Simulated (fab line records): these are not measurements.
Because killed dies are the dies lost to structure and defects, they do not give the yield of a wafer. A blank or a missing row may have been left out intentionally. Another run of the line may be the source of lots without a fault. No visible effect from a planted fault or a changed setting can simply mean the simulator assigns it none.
Which tool is to blame? / flow gf180mcu / 13 lots with 39 wafers sampled at 4 steps, on a route of 602 steps

## WHAT THE GAUGES SHOWED, per wafer
GF_M4_CD_MEAS_14 targets a cd of 280 nm.
lot=L350; measured=day 23 04:46; on=cd-sem-01; cd-nm (nm)=279.3 279.4 279.5
lot=L352; measured=day 24 05:03; on=cd-sem-01; cd-nm (nm)=279.2 280.3 279.9
lot=L351; measured=day 24 07:01; on=cd-sem-02; cd-nm (nm)=280.6 279.6 280.9
lot=L354; measured=day 24 23:35; on=cd-sem-01; cd-nm (nm)=280.9 279.8 280.1
lot=L358; measured=day 26 05:25; on=cd-sem-02; cd-nm (nm)=277.6 278.2 279.5
lot=L361; measured=day 27 04:41; on=cd-sem-01; cd-nm (nm)=281.7 279.7 280.8
lot=L362; measured=day 27 10:13; on=cd-sem-02; cd-nm (nm)=279.1 278.9 278.7
lot=L365; measured=day 28 08:49; on=cd-sem-01; cd-nm (nm)=279.8 280.2 280.1
lot=L368; measured=day 29 08:27; on=cd-sem-01; cd-nm (nm)=279.4 278.2 278.8
lot=L369; measured=day 29 17:04; on=cd-sem-02; cd-nm (nm)=278.3 278.0 277.2
lot=L370; measured=day 29 21:09; on=cd-sem-02; cd-nm (nm)=279.8 278.5 278.4
lot=L372; measured=day 30 02:00; on=cd-sem-01; cd-nm (nm)=279.0 279.5 279.0
lot=L373; measured=day 30 12:24; on=cd-sem-02; cd-nm (nm)=279.3 278.8 279.0

GF_V4_OVL_MEAS_15.
lot=L350; measured=day 24 04:59; on=overlay-02; V4_OVL (nm)=-3 0 5
lot=L352; measured=day 25 04:28; on=overlay-01; V4_OVL (nm)=-10 -4 -6
lot=L351; measured=day 25 06:10; on=overlay-02; V4_OVL (nm)=-5 0 -3
lot=L354; measured=day 25 22:14; on=overlay-01; V4_OVL (nm)=-5 -4 1
lot=L358; measured=day 27 03:38; on=overlay-01; V4_OVL (nm)=1 0 -4
lot=L361; measured=day 28 02:18; on=overlay-02; V4_OVL (nm)=3 4 -4
lot=L362; measured=day 28 08:08; on=overlay-02; V4_OVL (nm)=-6 -4 -3
lot=L365; measured=day 29 05:11; on=overlay-02; V4_OVL (nm)=-3 1 2
lot=L368; measured=day 30 05:01; on=overlay-02; V4_OVL (nm)=-5 -1 -3
lot=L369; measured=day 30 13:17; on=overlay-02; V4_OVL (nm)=-2 -4 2
lot=L370; measured=day 30 17:03; on=overlay-02; V4_OVL (nm)=-5 -4 0
lot=L372; measured=day 30 21:56; on=overlay-02; V4_OVL (nm)=-4 1 0
lot=L373; measured=day 31 07:13; on=overlay-02; V4_OVL (nm)=4 1 -4

## TOOL THAT RAN EACH LOT (tool first, then ch and the chambers of the sampled wafers, then the start)
lot=L350; GF_M4_SPUTTER_01=pvd-sputter-03, day 22 05:54; GF_V4_CMP_04=cmp-01 ch 0,2,3, day 23 05:58
lot=L352; GF_M4_SPUTTER_01=pvd-sputter-04, day 23 06:49; GF_V4_CMP_04=cmp-02 ch 2,3, day 24 06:14
lot=L351; GF_M4_SPUTTER_01=pvd-sputter-02, day 23 08:43; GF_V4_CMP_04=cmp-01 ch 0,2,3, day 24 08:11
lot=L354; GF_M4_SPUTTER_01=pvd-sputter-03, day 24 01:38; GF_V4_CMP_04=cmp-01 ch 0,2,3, day 25 00:43
lot=L358; GF_M4_SPUTTER_01=pvd-sputter-02, day 25 08:10; GF_V4_CMP_04=cmp-02 ch 0,1,3, day 26 06:35
lot=L361; GF_M4_SPUTTER_01=pvd-sputter-03, day 26 07:58; GF_V4_CMP_04=cmp-01 ch 0,1,3, day 27 05:55
lot=L362; GF_M4_SPUTTER_01=pvd-sputter-02, day 26 13:36; GF_V4_CMP_04=cmp-02 ch 1,2,3, day 27 11:25
lot=L365; GF_M4_SPUTTER_01=pvd-sputter-02, day 27 12:58; GF_V4_CMP_04=cmp-02 ch 0,3, day 28 10:02
lot=L368; GF_M4_SPUTTER_01=pvd-sputter-04, day 28 13:38; GF_V4_CMP_04=cmp-02 ch 0,1,2, day 29 09:35
lot=L369; GF_M4_SPUTTER_01=pvd-sputter-03, day 28 22:25; GF_V4_CMP_04=cmp-02 ch 1,2,3, day 29 18:09
lot=L370; GF_M4_SPUTTER_01=pvd-sputter-02, day 29 02:27; GF_V4_CMP_04=cmp-02 ch 0,2, day 29 22:36
lot=L372; GF_M4_SPUTTER_01=pvd-sputter-03, day 29 07:29; GF_V4_CMP_04=cmp-01 ch 0,1,3, day 30 03:07
lot=L373; GF_M4_SPUTTER_01=pvd-sputter-04, day 29 17:53; GF_V4_CMP_04=cmp-01 ch 0,1,3, day 30 13:31
- GF_M4_SPUTTER_01: material TiN, target thk 30 nm, time 25 s.
- GF_V4_CMP_04: polishes SiO2.

## WHAT THE TOOLS THEMSELVES READ (means of the sampled wafers that have a number; where no wafer has one, the mark that the record gives instead)
GF_M4_SPUTTER_01.
lot=L350; tool=pvd-sputter-03; throttle-valve-pct (%)=29.6
lot=L352; tool=pvd-sputter-04; throttle-valve-pct (%)=28.8
lot=L351; tool=pvd-sputter-02; throttle-valve-pct (%)=29.2
lot=L354; tool=pvd-sputter-03; throttle-valve-pct (%)=30.2
lot=L358; tool=pvd-sputter-02; throttle-valve-pct (%)=31.4
lot=L361; tool=pvd-sputter-03; throttle-valve-pct (%)=30.0
lot=L362; tool=pvd-sputter-02; throttle-valve-pct (%)=30.3
lot=L365; tool=pvd-sputter-02; throttle-valve-pct (%)=30.3
lot=L368; tool=pvd-sputter-04; throttle-valve-pct (%)=30.2
lot=L369; tool=pvd-sputter-03; throttle-valve-pct (%)=30.0
lot=L370; tool=pvd-sputter-02; throttle-valve-pct (%)=30.1
lot=L372; tool=pvd-sputter-03; throttle-valve-pct (%)=29.9
lot=L373; tool=pvd-sputter-04; throttle-valve-pct (%)=30.3

GF_V4_CMP_04.
lot=L350; tool=cmp-01; motor-current-A (A)=12.4; time-to-endpoint-s (s)=81
lot=L352; tool=cmp-02; motor-current-A (A)=10.9; time-to-endpoint-s (s)=88
lot=L351; tool=cmp-01; motor-current-A (A)=12.1; time-to-endpoint-s (s)=84
lot=L354; tool=cmp-01; motor-current-A (A)=12.1; time-to-endpoint-s (s)=81
lot=L358; tool=cmp-02; motor-current-A (A)=10.6; time-to-endpoint-s (s)=81
lot=L361; tool=cmp-01; motor-current-A (A)=11.6; time-to-endpoint-s (s)=95
lot=L362; tool=cmp-02; motor-current-A (A)=11.0; time-to-endpoint-s (s)=75
lot=L365; tool=cmp-02; motor-current-A (A)=10.7; time-to-endpoint-s (s)=76
lot=L368; tool=cmp-02; motor-current-A (A)=10.7; time-to-endpoint-s (s)=80
lot=L369; tool=cmp-02; motor-current-A (A)=10.9; time-to-endpoint-s (s)=78
lot=L370; tool=cmp-02; motor-current-A (A)=10.9; time-to-endpoint-s (s)=78
lot=L372; tool=cmp-01; motor-current-A (A)=12.0; time-to-endpoint-s (s)=75
lot=L373; tool=cmp-01; motor-current-A (A)=12.0; time-to-endpoint-s (s)=84

## THE ANSWER, worked out from the rows above alone
Rule: what is usual is taken from the lots themselves. Put in order of their means at a reading, lots are off if they are a third of the lots or fewer, leave a main group of 4 or more, and stand apart from it by a gap of 3 or more times the standard deviation of the main group's means; of several such gaps the widest counts. Not used: any main group whose means are identical at the precision the tables above print for the reading. Also off: a lot with no number at a reading for which 4 or more lots have one. Any other lot the step has rows for is counted as sound. First the gauges in route order, then the tools' own readings, where a lot's mean is used as printed above. At the first step where some lot is off, the reading lying furthest off is the one used; lots without a number count as furthest.
No lot is off at any reading shown: from this, nothing can be told.

## WHAT THE SIMULATOR HAD PUT IN
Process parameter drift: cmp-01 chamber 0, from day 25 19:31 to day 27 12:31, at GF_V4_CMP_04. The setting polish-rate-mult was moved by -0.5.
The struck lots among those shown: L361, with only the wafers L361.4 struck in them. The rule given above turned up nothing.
